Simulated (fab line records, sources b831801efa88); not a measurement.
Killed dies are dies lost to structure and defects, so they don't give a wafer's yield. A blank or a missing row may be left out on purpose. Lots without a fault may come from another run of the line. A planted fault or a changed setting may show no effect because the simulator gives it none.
Which tool did it? | flow gf180mcu | 13 lots, 39 wafers sampled, at 1 step of a route of 602

WHAT THE GAUGES READ, wafer by wafer
GF_M3_RS_MEAS_05: measures by four-point-probe.
lot  | measured     | on            | M3_ALCU_RS (ohm/sq)
L166 | day 20 06:29 | film_metro-04 | 0.0684 0.0693 0.0693
L167 | day 20 10:25 | film_metro-04 | 0.0703 0.0699 0.0718
L168 | day 21 03:22 | film_metro-03 | 0.0693 0.0696 0.0695
L169 | day 21 14:20 | film_metro-03 | 0.0688 0.0686 0.0688
L170 | day 21 18:08 | film_metro-03 | 0.0702 0.0699 0.0692
L175 | day 23 23:13 | film_metro-03 | 0.0689 0.0691 0.0688
L178 | day 24 21:30 | film_metro-01 | 0.0697 0.0704 0.0700
L182 | day 26 08:50 | film_metro-01 | 0.0698 0.0699 0.0695
L183 | day 26 14:18 | film_metro-01 | 0.0697 0.0717 0.0700
L186 | day 27 06:29 | film_metro-03 | 0.0701 0.0696 0.0718
L187 | day 27 18:38 | film_metro-04 | 0.0691 0.0688 0.0703
L188 | day 27 19:44 | film_metro-01 | 0.0694 0.0713 0.0713
L189 | day 28 01:35 | film_metro-01 | 0.0702 0.0701 0.0697

WHICH TOOL RAN EACH LOT (tool, then ch and the chambers of the sampled wafers, then the start)
The record holds no process step before these readings.

WHAT THE TOOLS THEMSELVES READ (means of the sampled wafers that have a number; where no wafer has one, the mark that the record gives instead)
The record holds no such reading with a usual standard deviation.

THE ANSWER, worked out from the rows above alone
Rule: what is usual is taken from the lots themselves. Put in order of their means at a reading, lots are off if they are a third of the lots or fewer, leave a main group of 4 or more, and stand apart from it by a gap of 3 or more times the standard deviation of the main group's means; of several such gaps the widest counts. A main group whose means are all the same, to the digits that the tables above print for the reading, isn't used. A lot without any number at a reading at which 4 lots or more have one is off too. The other lots that the step has rows for count as sound. The gauges are gone through in route order, then the tools' own readings, and for those a lot's mean is taken as printed above. The first step at which some lot is off is used, and at that step the reading that is off furthest; a lot without a number counts as furthest.
No lot is off at any reading shown: from this, nothing can be told.

WHAT THE SIMULATOR HAD PUT IN
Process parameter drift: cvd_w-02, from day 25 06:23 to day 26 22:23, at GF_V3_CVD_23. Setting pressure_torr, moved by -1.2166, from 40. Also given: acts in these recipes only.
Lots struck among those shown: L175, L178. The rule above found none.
